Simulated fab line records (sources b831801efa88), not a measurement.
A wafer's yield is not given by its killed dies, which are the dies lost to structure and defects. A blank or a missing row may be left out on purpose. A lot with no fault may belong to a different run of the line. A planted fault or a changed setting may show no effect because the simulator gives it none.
fab line records	flow gf180mcu
record lots=24	wafers=72	last_day=34
route steps=602 shown M2@379 V2@400 M3@409 V3@431 V4@490
lots untouched by any fault: they come from a run of this same line in which no faults occurred
start_h: hours from the record's first day to the start of the lot's first wafer shown	wait_h: how many hours have passed since the lot's step before this one	" same as the row above	L1.1+2: a single row standing in for several wafers	- no value present, or no start provided	* or withheld: withheld	< > ~ a bound
route shown NAME@n: a module of which the file shows steps, and the number in the route of the first	usual: mean and standard deviation over wafers with no fault	same: alike in all rows	chamber/n: place in a boat	sites: readings site by site	_std_site: how widely they spread, as a standard deviation	_edge_site: the outer-site mean with the inner-site mean subtracted	radius_mm: how far each site lies from the wafer's centre	mask NAME#n: copy n	behind: the last tool/chamber to shape the wafer	hold: why the lot went on hold/how many hours it stayed there/how the hold came to an end	device: the transistor (n, p or np) that didn't switch	end of line: the route-end tests of the same wafers	a step with no rows: only its recipe	killed: count of dies lost to structure and defects at first sort (not the wafer's yield)	map: a wafer's dies, x killed, . not, _ none there
set.NAME: setting as actually run; set.NAME@STEP: the setting as run at that earlier step	model.NAME: the simulator's own value behind a step, which no gauge read
steps of the route over a sample of lots; a table a step, a row a wafer
services: a tool's chamber out of use, with start hour (start_h, from the record's first day; less than 0 if before it), hours out, and reason
## steps
# step GF_M2_STRIP_17
# recipe chemistry=O2/N2	power_w=1400	pressure_mtorr=1500	platen_temp_c=250	o2_flow_sccm=3000	n2_flow_sccm=300	overash_fraction=0.5
# usual drypump_motor_current_A=5.6/0.37	heater_power_w=331/24	n2_flow_sccm=300.0/0.93	oes_product_au=0.557/0.0046	strip_time_to_endpoint_s=7.86/0.048
# same overash_fraction=0.5
lot.wafer	tool	chamber	start_h	wait_h	drypump_motor_current_A	heater_power_w	n2_flow_sccm	oes_product_au	rf_hours_counter_h	strip_time_to_endpoint_s
L074.1	plasma_asher-02	1	441.36	0.1	5.0	367	299.7	0.551	57	7.79
L074.3	"	0	"	"	5.3	321	299.7	0.554	-	7.81
L074.5	"	0	"	"	5.3	321	300.8	0.548	-	7.78
L075.1	plasma_asher-03	0	449.91	0.1	6.1	284	298.1	0.560	2	7.91
L075.2	"	1	"	"	5.8	330	299.7	0.557	2	7.82
L075.4	"	0	"	"	6.1	280	300.2	0.552	-	7.81
L076.2	plasma_asher-01	0	454.26	0.1	5.8	333	301.9	0.562	86	7.87
L076.3	"	0	"	"	5.8	340	301.9	0.561	-	7.86
L076.5	"	1	"	"	5.8	335	299.3	0.563	-	7.87
L077.3	plasma_asher-01	0	462.83	0.1	5.8	341	299.6	0.556	-	7.84
L077.4	"	1	"	"	5.9	334	300.1	0.552	-	7.85
L077.6	"	0	"	"	5.8	340	299.0	0.562	-	7.86
L078.1	plasma_asher-02	1	476.01	0.1	5.0	367	299.2	0.563	61	7.90
L078.2	"	0	"	"	5.3	322	299.9	0.561	61	7.92
L078.6	"	1	"	"	5.0	360	298.6	0.558	-	7.89
L079.2	plasma_asher-03	1	481.01	0.1	5.8	328	298.6	0.555	5	7.80
L079.5	"	1	"	"	5.8	329	300.1	0.556	-	7.83
L079.6	"	0	"	"	6.1	296	298.6	0.551	-	7.76
L080.2	plasma_asher-01	0	489.58	0.1	5.8	349	300.7	0.561	90	7.82
L080.4	"	1	"	"	5.9	328	301.9	0.561	-	7.81
L080.6	"	0	"	"	5.8	346	299.2	0.562	-	7.83
L081.2	plasma_asher-02	0	503.59	0.1	5.3	314	301.6	0.558	64	7.88
L081.4	"	1	"	"	5.0	373	300.5	0.559	-	7.88
L081.5	"	0	"	"	5.3	320	300.4	0.557	-	7.86
L082.3	plasma_asher-02	0	512.07	0.1	5.3	327	299.0	0.565	-	7.94
L082.4	"	1	"	"	5.0	369	299.9	0.557	-	7.93
L082.5	"	1	"	"	5.0	363	299.6	0.554	-	7.91
L083.3	plasma_asher-01	1	517.24	0.1	5.9	333	300.8	0.561	-	7.80
L083.4	"	0	"	"	5.8	339	298.5	0.553	-	7.84
L083.5	"	1	"	"	5.9	335	300.0	0.556	-	7.84
L084.4	plasma_asher-01	1	533.57	0.1	5.9	329	299.9	0.562	-	7.80
L084.5	"	0	"	"	5.8	342	298.9	0.559	-	7.75
L084.6	"	1	"	"	5.9	336	299.9	0.557	-	7.78
L085.1	plasma_asher-01	0	540.46	0.1	5.8	332	301.2	0.562	96	7.90
L085.5	"	1	"	"	5.8	333	298.5	0.562	-	7.90
L085.6	"	0	"	"	5.8	341	300.8	0.559	-	7.95
L086.1	plasma_asher-02	1	548.04	0.1	5.0	361	298.9	0.556	70	7.78
L086.2	"	0	"	"	5.3	315	300.3	0.557	70	7.82
L086.3	"	0	"	"	5.3	324	300.2	0.550	-	7.81
L087.2	plasma_asher-01	1	554.14	0.1	5.9	329	299.7	0.555	97	7.87
L087.3	"	0	"	"	5.8	336	299.3	0.553	-	7.85
L087.6	"	0	"	"	5.8	345	299.3	0.555	-	7.86
L088.2	plasma_asher-02	0	564.19	0.1	5.3	323	299.8	0.557	72	7.86
L088.3	"	1	"	"	5.0	354	299.4	0.559	-	7.89
L088.5	"	0	"	"	5.3	323	300.1	0.555	-	7.86
L089.1	plasma_asher-03	0	571.71	0.1	6.1	282	300.3	0.562	10	7.84
L089.3	"	1	"	"	5.7	326	301.1	0.553	-	7.91
L089.6	"	0	"	"	6.1	285	299.9	0.560	-	7.88
L090.1	plasma_asher-01	0	575.84	0.1	5.8	345	299.1	0.559	99	7.85
L090.2	"	1	"	"	5.8	334	300.0	0.550	99	7.80
L090.4	"	1	"	"	5.8	333	300.9	0.560	-	7.82
L091.1	plasma_asher-01	1	584.78	0.1	5.8	330	300.2	0.556	100	7.82
L091.2	"	0	"	"	5.8	339	300.8	0.551	100	7.83
L091.4	"	1	"	"	5.8	337	300.0	0.551	-	7.82
L092.2	plasma_asher-03	0	592.89	0.1	6.1	283	299.9	0.567	13	7.94
L092.4	"	0	"	"	6.1	281	300.7	0.558	-	7.91
L092.5	"	1	"	"	5.8	329	300.4	0.559	-	7.93
L093.1	plasma_asher-02	0	598.64	0.1	5.3	321	299.4	0.551	75	7.80
L093.4	"	1	"	"	5.0	366	300.8	0.561	-	7.82
L093.5	"	0	"	"	5.3	322	300.4	0.553	-	7.81
L094.1	plasma_asher-02	0	611.50	0.2	5.3	323	301.0	0.552	76	7.88
L094.2	"	1	"	"	5.0	364	299.3	0.556	76	7.86
L094.4	"	1	"	"	5.0	368	300.7	0.550	-	7.87
L095.3	plasma_asher-03	1	617.04	0.1	5.8	339	298.5	0.567	-	7.87
L095.4	"	0	"	"	6.1	280	301.4	0.559	-	7.84
L095.5	"	1	"	"	5.8	329	299.1	0.554	-	7.92
L096.2	plasma_asher-01	0	629.34	0.1	5.8	330	299.3	0.557	105	7.91
L096.4	"	1	"	"	5.8	329	299.7	0.558	-	7.92
L096.6	"	0	"	"	5.8	337	298.7	0.569	-	7.93
L097.1	plasma_asher-03	0	636.29	0.1	6.1	286	300.7	0.561	17	7.91
L097.3	"	0	"	"	6.1	273	298.5	0.558	-	7.91
L097.4	"	1	"	"	5.7	333	301.1	0.560	-	7.89
# step GF_V2_STRIP_18
# recipe chemistry=O2/N2	power_w=1400	pressure_mtorr=1500	platen_temp_c=250	o2_flow_sccm=3000	n2_flow_sccm=300	overash_fraction=0.5
# usual drypump_motor_current_A=5.85/0.26	heater_power_w=325/20	n2_flow_sccm=299.9/0.89	oes_product_au=0.593/0.0049
# same overash_fraction=0.5
lot.wafer	tool	chamber	start_h	wait_h	drypump_motor_current_A	heater_power_w	n2_flow_sccm	oes_product_au	rf_hours_counter_h
L074.1	plasma_asher-03	0	466.91	-	6.08	278	301.3	0.580	4
L074.3	"	0	"	"	6.10	282	301.4	0.597	-
L074.5	"	0	"	"	6.06	283	301.6	0.591	-
L075.1	plasma_asher-01	1	475.19	-	5.84	331	300.4	0.594	88
L075.2	"	0	"	"	5.85	330	300.7	0.589	88
L075.4	"	1	"	"	5.84	335	300.1	0.597	-
L076.2	plasma_asher-01	0	480.09	-	5.82	331	301.9	0.597	89
L076.3	"	0	"	"	5.82	330	301.4	0.602	-
L076.5	"	0	"	"	5.81	331	300.6	0.597	-
L077.3	plasma_asher-03	0	488.79	-	6.09	286	299.7	0.597	-
L077.4	"	1	"	"	5.75	332	300.0	0.590	-
L077.6	"	0	"	"	6.11	279	299.4	0.595	-
L078.1	plasma_asher-01	1	501.01	-	5.86	332	299.4	0.587	91
L078.2	"	0	"	"	5.80	338	299.6	0.600	91
L078.6	"	0	"	"	5.79	332	301.3	0.588	-
L079.2	plasma_asher-01	1	506.61	-	5.88	324	298.7	0.595	92
L079.5	"	1	"	"	5.86	324	299.9	0.597	-
L079.6	"	0	"	"	5.81	342	300.3	0.598	-
L080.2	plasma_asher-01	1	514.61	-	5.82	344	299.2	0.585	93
L080.4	"	0	"	"	5.80	324	300.0	0.593	-
L080.6	"	0	"	"	5.79	337	299.0	0.590	-
L081.2	plasma_asher-04	1	528.56	-	5.35	336	300.5	0.592	45
L081.4	"	1	"	"	5.36	345	301.0	0.588	-
L081.5	"	0	"	"	6.26	312	299.2	0.591	-
L082.3	plasma_asher-04	0	536.59	-	6.28	316	298.4	0.592	-
L082.4	"	1	"	"	5.34	345	300.3	0.593	-
L082.5	"	1	"	"	5.40	346	299.2	0.597	-
L083.3	plasma_asher-04	1	541.39	-	5.37	350	300.0	0.592	-
L083.4	"	0	"	"	6.25	310	299.7	0.593	-
L083.5	"	0	"	"	6.26	309	299.4	0.595	-
L084.4	plasma_asher-03	0	557.99	-	6.11	287	300.7	0.595	-
L084.5	"	0	"	"	6.09	277	301.0	0.594	-
L084.6	"	1	"	"	5.76	331	299.4	0.591	-
L085.1	plasma_asher-03	1	563.96	-	5.75	331	300.3	0.600	10
L085.5	"	0	"	"	6.07	284	300.8	0.589	-
L085.6	"	1	"	"	5.75	335	299.9	0.592	-
L086.1	plasma_asher-01	1	571.96	-	5.86	335	299.1	0.592	99
L086.2	"	0	"	"	5.79	335	300.3	0.595	99
L086.3	"	1	"	"	5.84	332	299.1	0.601	-
L087.2	plasma_asher-04	1	578.38	-	5.35	344	299.6	0.597	50
L087.3	"	0	"	"	6.25	313	298.5	0.589	-
L087.6	"	1	"	"	5.35	347	300.2	0.593	-
L088.2	plasma_asher-04	0	587.44	-	6.27	316	300.4	0.602	51
L088.3	"	1	"	"	5.38	355	300.5	0.597	-
L088.5	"	1	"	"	5.38	343	300.5	0.591	-
L089.1	plasma_asher-01	0	594.59	-	5.83	330	299.4	0.597	101
L089.3	"	0	"	"	5.79	341	299.6	0.587	-
L089.6	"	1	"	"	5.87	329	301.1	0.588	-
L090.1	plasma_asher-03	1	598.89	-	5.74	334	300.4	0.592	13
L090.2	"	0	"	"	6.10	281	299.3	0.589	13
L090.4	"	0	"	"	6.07	284	298.9	0.594	-
L091.1	plasma_asher-03	1	607.54	-	5.76	335	299.7	0.589	14
L091.2	"	0	"	"	6.12	284	298.8	0.591	14
L091.4	"	1	"	"	5.76	334	299.9	0.585	-
L092.2	plasma_asher-01	0	615.81	-	5.81	328	301.6	0.595	103
L092.4	"	1	"	"	5.86	331	300.1	0.597	-
L092.5	"	1	"	"	5.84	331	299.7	0.589	-
L093.1	plasma_asher-01	1	621.14	-	5.92	337	300.6	0.592	104
L093.4	"	0	"	"	5.82	332	299.0	0.598	-
L093.5	"	0	"	"	5.78	338	299.1	0.595	-
L094.1	plasma_asher-04	1	633.46	-	5.39	335	302.1	0.586	57
L094.2	"	0	"	"	6.26	305	298.0	0.594	57
L094.4	"	0	"	"	6.25	318	298.8	0.584	-
L095.3	plasma_asher-03	0	638.19	-	6.09	281	301.2	0.594	-
L095.4	"	1	"	"	5.74	333	298.4	0.591	-
L095.5	"	0	"	"	6.08	283	301.7	0.595	-
L096.2	plasma_asher-01	0	650.41	-	5.77	325	299.4	0.594	107
L096.4	"	1	"	"	5.89	338	300.2	0.583	-
L096.6	"	1	"	"	5.84	331	298.9	0.590	-
L097.1	plasma_asher-04	0	657.61	-	6.26	312	299.9	0.588	59
L097.3	"	1	"	"	5.37	340	300.2	0.592	-
L097.4	"	0	"	"	6.27	315	300.9	0.593	-
# step GF_V2_CMP_26
# recipe stop_on=SiO2	down_force_psi=3.5	platen_rpm=60	t_overpolish_s=15	target_thk_nm=0	pad_velocity_m_s=0.94248
# usual motor_current_A=11.7/1.2	overpolish_run_s=14.999/0.009	time_to_endpoint_s=84/3.8
lot.wafer	tool	chamber	start_h	wait_h	motor_current_A	overpolish_run_s	time_to_endpoint_s
L074.3	cmp-02	0	467.94	0.1	10.7	15.002	83
L074.1	"	1	"	"	13.3	14.992	83
L074.5	"	3	"	"	11.1	15.010	89
L075.4	cmp-01	1	476.12	0.0	11.6	14.987	79
L075.1	"	3	"	"	11.6	14.996	83
L075.2	"	0	"	"	9.1	14.993	82
L076.2	cmp-01	0	481.07	0.1	9.1	15.005	85
L076.3	"	1	"	"	11.9	15.021	82
L076.5	"	0	"	"	9.0	15.006	85
L077.3	cmp-02	0	489.76	0.0	11.4	14.991	80
L077.4	"	2	"	"	12.8	14.988	88
L077.6	"	0	"	"	12.1	14.990	85
L078.2	cmp-01	0	502.14	0.1	8.8	15.008	87
L078.1	"	1	"	"	12.1	15.000	83
L078.6	"	0	"	"	9.5	15.001	85
L079.2	cmp-01	3	507.69	0.2	12.1	14.984	89
L079.5	"	0	"	"	9.0	15.017	86
L079.6	"	1	"	"	11.9	14.989	84
L080.2	cmp-01	0	515.57	0.0	8.9	15.003	89
L080.4	"	1	"	"	12.0	15.004	84
L080.6	"	0	"	"	8.8	14.979	86
L081.2	cmp-01	2	529.62	0.1	12.6	15.008	84
L081.4	"	3	"	"	11.9	14.990	85
L081.5	"	0	"	"	8.9	14.995	87
L082.3	cmp-01	3	537.64	0.0	12.0	15.001	83
L082.4	"	2	"	"	12.5	14.987	83
L082.5	"	0	"	"	9.2	14.986	80
L083.4	cmp-02	2	542.32	0.0	12.2	14.994	88
L083.3	"	3	"	"	11.2	15.005	91
L083.5	"	3	"	"	11.0	15.007	88
L084.4	cmp-02	3	559.03	0.2	11.5	15.005	90
L084.5	"	0	"	"	11.1	14.994	82
L084.6	"	1	"	"	12.4	15.014	84
L085.1	cmp-02	2	565.39	0.4	12.3	14.983	88
L085.5	"	0	"	"	11.0	15.003	84
L085.6	"	1	"	"	12.5	14.987	80
L086.3	cmp-01	2	573.01	0.0	12.6	14.994	84
L086.1	"	0	"	"	9.0	15.002	91
L086.2	"	1	"	"	12.4	15.005	86
L087.3	cmp-01	3	579.46	0.0	12.5	14.989	91
L087.2	"	2	"	"	12.2	14.983	86
L087.6	"	3	"	"	12.4	14.997	87
L088.3	cmp-01	2	588.37	0.0	13.0	15.004	81
L088.2	"	1	"	"	12.0	15.009	84
L088.5	"	3	"	"	11.9	14.996	85
L089.3	cmp-02	1	595.52	0.0	12.5	14.993	78
L089.1	"	3	"	"	11.1	15.006	81
L089.6	"	2	"	"	12.8	15.007	79
L090.1	cmp-02	0	599.82	0.1	10.9	14.995	76
L090.4	"	1	"	"	13.2	15.014	73
L090.2	"	3	"	"	10.8	15.011	85
L091.4	cmp-02	0	608.48	0.0	11.3	15.003	84
L091.1	"	1	"	"	13.1	14.996	81
L091.2	"	3	"	"	11.2	14.987	89
L092.2	cmp-02	3	616.87	0.2	11.3	15.000	90
L092.4	"	0	"	"	11.6	15.001	81
L092.5	"	2	"	"	13.1	14.988	88
L093.1	cmp-02	2	622.24	0.1	12.6	14.997	83
L093.4	"	3	"	"	11.7	15.019	90
L093.5	"	1	"	"	12.2	15.005	82
L094.1	cmp-02	0	634.38	0.1	11.4	15.003	80
L094.4	"	1	"	"	12.5	14.993	78
L094.2	"	2	"	"	12.7	14.988	85
L095.4	cmp-01	1	639.11	0.0	12.0	15.018	77
L095.3	"	3	"	"	12.4	15.005	86
L095.5	"	1	"	"	12.0	14.996	79
L096.4	cmp-01	1	651.47	0.1	12.2	15.002	82
L096.2	"	2	"	"	12.7	15.014	81
L096.6	"	0	"	"	9.1	15.001	84
L097.3	cmp-02	3	658.55	0.0	11.1	15.007	87
L097.1	"	0	"	"	11.2	14.999	80
L097.4	"	2	"	"	12.6	14.994	86
# step GF_M3_SPUTTER_00
# recipe material=Ti	target_thk_nm=37.5	arriving_ion_energy_ev=80	substrate_temp_c=200	chamber_pressure_pa=2	power_w=4000	time_s=150
# usual throttle_valve_pct=30.1/1.1
lot.wafer	tool	chamber	start_h	wait_h	throttle_valve_pct
L074.1	pvd_sputter-03	-	468.14	0.1	29.1
L074.3	"	-	"	"	30.8
L074.5	"	-	"	"	31.0
L075.1	pvd_sputter-01	-	476.42	0.1	30.6
L075.2	"	-	"	"	30.3
L075.4	"	-	"	"	31.0
L076.2	pvd_sputter-01	-	481.32	0.2	28.1
L076.3	"	-	"	"	30.7
L076.5	"	-	"	"	30.1
L077.3	pvd_sputter-03	-	490.06	0.2	29.3
L077.4	"	-	"	"	29.1
L077.6	"	-	"	"	29.0
L078.1	pvd_sputter-04	-	502.39	0.1	30.5
L078.2	"	-	"	"	31.4
L078.6	"	-	"	"	30.4
L079.2	pvd_sputter-01	-	507.84	0.1	28.0
L079.5	"	-	"	"	30.5
L079.6	"	-	"	"	28.0
L080.2	pvd_sputter-03	-	515.87	0.2	31.1
L080.4	"	-	"	"	29.2
L080.6	"	-	"	"	30.7
L081.2	pvd_sputter-01	-	529.82	0.1	30.8
L081.4	"	-	"	"	28.2
L081.5	"	-	"	"	31.0
L082.3	pvd_sputter-03	-	537.94	0.2	29.1
L082.4	"	-	"	"	28.9
L082.5	"	-	"	"	29.1
L083.3	pvd_sputter-03	-	542.62	0.2	29.3
L083.4	"	-	"	"	31.1
L083.5	"	-	"	"	29.2
L084.4	pvd_sputter-03	-	559.18	0.1	32.2
L084.5	"	-	"	"	30.9
L084.6	"	-	"	"	29.4
L085.1	pvd_sputter-03	-	565.59	0.1	28.9
L085.5	"	-	"	"	30.8
L085.6	"	-	"	"	29.2
L086.1	pvd_sputter-03	-	573.31	0.1	32.3
L086.2	"	-	"	"	30.9
L086.3	"	-	"	"	29.2
L087.2	pvd_sputter-03	-	579.76	0.1	29.0
L087.3	"	-	"	"	32.0
L087.6	"	-	"	"	31.0
L088.2	pvd_sputter-01	-	588.67	0.1	30.9
L088.3	"	-	"	"	30.6
L088.5	"	-	"	"	30.5
L089.1	pvd_sputter-01	-	595.82	0.1	31.0
L089.3	"	-	"	"	30.3
L089.6	"	-	"	"	27.9
L090.1	pvd_sputter-03	-	600.12	0.2	31.0
L090.2	"	-	"	"	32.1
L090.4	"	-	"	"	29.2
L091.1	pvd_sputter-03	-	608.78	0.2	32.2
L091.2	"	-	"	"	28.9
L091.4	"	-	"	"	31.2
L092.2	pvd_sputter-04	-	617.07	0.1	29.2
L092.4	"	-	"	"	29.3
L092.5	"	-	"	"	29.2
L093.1	pvd_sputter-04	-	622.49	0.2	29.3
L093.4	"	-	"	"	31.1
L093.5	"	-	"	"	30.2
L094.1	pvd_sputter-01	-	634.68	0.2	28.0
L094.2	"	-	"	"	30.7
L094.4	"	-	"	"	30.3
L095.3	pvd_sputter-04	-	639.41	0.1	29.3
L095.4	"	-	"	"	30.5
L095.5	"	-	"	"	29.2
L096.2	pvd_sputter-04	-	651.72	0.1	31.3
L096.4	"	-	"	"	28.9
L096.6	"	-	"	"	29.1
L097.1	pvd_sputter-01	-	658.85	0.2	30.2
L097.3	"	-	"	"	28.1
L097.4	"	-	"	"	30.7
# step GF_V3_CVD_02
# recipe material=SiO2	target_thk_nm=850	precursor=TEOS	temp_c=400	time_s=94.851	rf_w=600
# usual heater_power_w=633/52
lot.wafer	tool	chamber	start_h	wait_h	heater_power_w
L074.1	pecvd-03	2	493.59	0.1	594
L074.3	"	0	"	"	602
L074.5	"	2	"	"	612
L075.1	pecvd-02	2	501.18	0.1	602
L075.2	"	1	"	"	638
L075.4	"	2	"	"	650
L076.2	pecvd-03	2	506.28	0.0	606
L076.3	"	1	"	"	671
L076.5	"	2	"	"	646
L077.3	pecvd-03	2	514.59	0.0	662
L077.4	"	1	"	"	633
L077.6	"	2	"	"	529
L078.1	pecvd-03	0	526.74	0.1	582
L078.2	"	1	"	"	615
L078.6	"	1	"	"	662
L079.2	pecvd-02	2	532.23	0.0	631
L079.5	"	0	"	"	576
L079.6	"	2	"	"	658
L080.2	pecvd-03	2	539.80	0.0	675
L080.4	"	0	"	"	544
L080.6	"	2	"	"	546
L081.2	pecvd-01	1	553.39	0.0	575
L081.4	"	2	"	"	587
L081.5	"	0	"	"	546
L082.3	pecvd-01	0	560.74	0.0	613
L082.4	"	0	"	"	656
L082.5	"	1	"	"	650
L083.3	pecvd-02	1	566.40	0.0	647
L083.4	"	0	"	"	570
L083.5	"	1	"	"	679
L084.4	pecvd-01	0	582.88	0.1	653
L084.5	"	1	"	"	519
L084.6	"	2	"	"	587
L085.1	pecvd-03	1	588.44	0.1	595
L085.5	"	1	"	"	659
L085.6	"	2	"	"	655
L086.1	pecvd-03	0	596.12	0.1	669
L086.2	"	2	"	"	639
L086.3	"	1	"	"	601
L087.2	pecvd-01	0	602.28	0.0	666
L087.3	"	1	"	"	562
L087.6	"	1	"	"	613
L088.2	pecvd-02	1	611.01	0.0	650
L088.3	"	2	"	"	675
L088.5	"	2	"	"	702
L089.1	pecvd-02	1	617.75	0.1	662
L089.3	"	0	"	"	681
L089.6	"	1	"	"	519
L090.1	pecvd-02	0	622.61	0.1	674
L090.2	"	1	"	"	607
L090.4	"	0	"	"	691
L091.1	pecvd-02	1	631.31	0.1	626
L091.2	"	0	"	"	561
L091.4	"	1	"	"	645
L092.2	pecvd-03	1	638.44	0.0	621
L092.4	"	0	"	"	651
L092.5	"	2	"	"	675
L093.1	pecvd-01	2	643.84	0.1	740
L093.4	"	1	"	"	634
L093.5	"	0	"	"	523
L094.1	pecvd-02	2	656.27	0.1	694
L094.2	"	1	"	"	623
L094.4	"	2	"	"	569
L095.3	pecvd-02	1	659.92	0.0	604
L095.4	"	1	"	"	640
L095.5	"	0	"	"	721
L096.2	pecvd-03	0	671.42	0.0	560
L096.4	"	2	"	"	539
L096.6	"	0	"	"	630
L097.1	pecvd-02	1	678.87	0.1	522
L097.3	"	2	"	"	627
L097.4	"	1	"	"	591
# step GF_V4_CD_MEAS_14
# recipe target_cd_nm=260
# usual cd_nm=259.8/1.3
lot.wafer	tool	chamber	start_h	wait_h	cd_nm
L074.1	cd_sem-01	-	566.37	0.1	258.7
L074.3	"	-	"	"	259.5
L074.5	"	-	"	"	260.4
L075.1	cd_sem-02	-	572.57	0.1	262.5
L075.2	"	-	"	"	261.3
L075.4	"	-	"	"	262.3
L076.2	cd_sem-02	-	577.64	0.1	259.5
L076.3	"	-	"	"	260.6
L076.5	"	-	"	"	261.1
L077.3	cd_sem-02	-	584.74	0.1	259.0
L077.4	"	-	"	"	259.0
L077.6	"	-	"	"	258.7
L078.1	cd_sem-02	-	596.17	0.1	262.0
L078.2	"	-	"	"	259.7
L078.6	"	-	"	"	259.8
L079.2	cd_sem-01	-	602.99	0.1	258.7
L079.5	"	-	"	"	258.3
L079.6	"	-	"	"	258.3
L080.2	cd_sem-01	-	608.54	0.1	258.5
L080.4	"	-	"	"	257.9
L080.6	"	-	"	"	258.4
L081.2	cd_sem-02	-	621.82	0.1	258.9
L081.4	"	-	"	"	258.3
L081.5	"	-	"	"	258.4
L082.3	cd_sem-01	-	627.94	0.1	259.5
L082.4	"	-	"	"	260.5
L082.5	"	-	"	"	259.8
L083.3	cd_sem-02	-	634.74	0.1	261.5
L083.4	"	-	"	"	260.7
L083.5	"	-	"	"	260.4
L084.4	cd_sem-01	-	648.46	0.1	258.6
L084.5	"	-	"	"	258.9
L084.6	"	-	"	"	259.1
L085.1	cd_sem-02	-	653.25	0.1	259.8
L085.5	"	-	"	"	261.0
L085.6	"	-	"	"	259.2
L086.1	cd_sem-02	-	660.55	0.1	260.4
L086.2	"	-	"	"	260.7
L086.3	"	-	"	"	260.4
L087.2	cd_sem-01	-	666.39	0.1	260.0
L087.3	"	-	"	"	260.8
L087.6	"	-	"	"	260.3
L088.2	cd_sem-01	-	673.82	0.1	259.3
L088.3	"	-	"	"	257.3
L088.5	"	-	"	"	258.5
L089.1	cd_sem-01	-	680.37	0.1	259.7
L089.3	"	-	"	"	257.6
L089.6	"	-	"	"	258.3
L090.1	cd_sem-02	-	684.92	0.1	256.8
L090.2	"	-	"	"	258.2
L090.4	"	-	"	"	257.5
L091.1	cd_sem-02	-	692.95	0.1	260.7
L091.2	"	-	"	"	261.7
L091.4	"	-	"	"	262.0
L092.2	cd_sem-01	-	698.82	0.1	260.4
L092.4	"	-	"	"	261.2
L092.5	"	-	"	"	260.7
L093.1	cd_sem-02	-	703.37	0.1	260.9
L093.4	"	-	"	"	260.1
L093.5	"	-	"	"	260.4
L094.1	cd_sem-02	-	715.67	0.1	261.3
L094.2	"	-	"	"	261.1
L094.4	"	-	"	"	261.0
L095.3	cd_sem-01	-	719.96	0.1	261.9
L095.4	"	-	"	"	261.7
L095.5	"	-	"	"	261.8
L096.2	cd_sem-01	-	730.24	0.1	258.3
L096.4	"	-	"	"	258.5
L096.6	"	-	"	"	259.4
L097.1	cd_sem-02	-	736.65	0.1	260.3
L097.3	"	-	"	"	259.8
L097.4	"	-	"	"	260.5
## services
tool	chamber	start_h	hours	kind
plasma_asher-03	-	421.25	9.0	pm
cmp-01	-	429.09	3.1	repair
cmp-01	-	430.60	2.1	repair
pecvd-03	1	431.83	18.2	repair
cmp-01	-	448.92	4.9	pm
pecvd-03	-	453.80	0.7	repair
pecvd-02	-	482.84	1.0	repair
cmp-01	-	490.69	0.9	repair
plasma_asher-03	-	495.22	2.7	repair
cmp-02	-	497.30	5.1	pm
plasma_asher-03	-	498.47	34.6	pm
plasma_asher-01	-	521.72	7.1	repair
pvd_sputter-03	-	539.28	3.2	repair
cmp-02	-	545.68	3.1	repair
plasma_asher-03	-	561.59	0.4	repair
cmp-01	-	564.18	5.1	pm
cmp-02	-	573.54	4.0	pm
plasma_asher-01	-	587.37	1.9	repair
pecvd-02	-	591.12	14.0	pm
cmp-01	-	604.04	0.4	repair
cmp-01	-	612.61	7.9	repair
cmp-02	-	648.36	4.4	pm
cmp-02	-	656.16	0.4	repair
plasma_asher-03	-	673.23	28.1	pm
## key
fault none
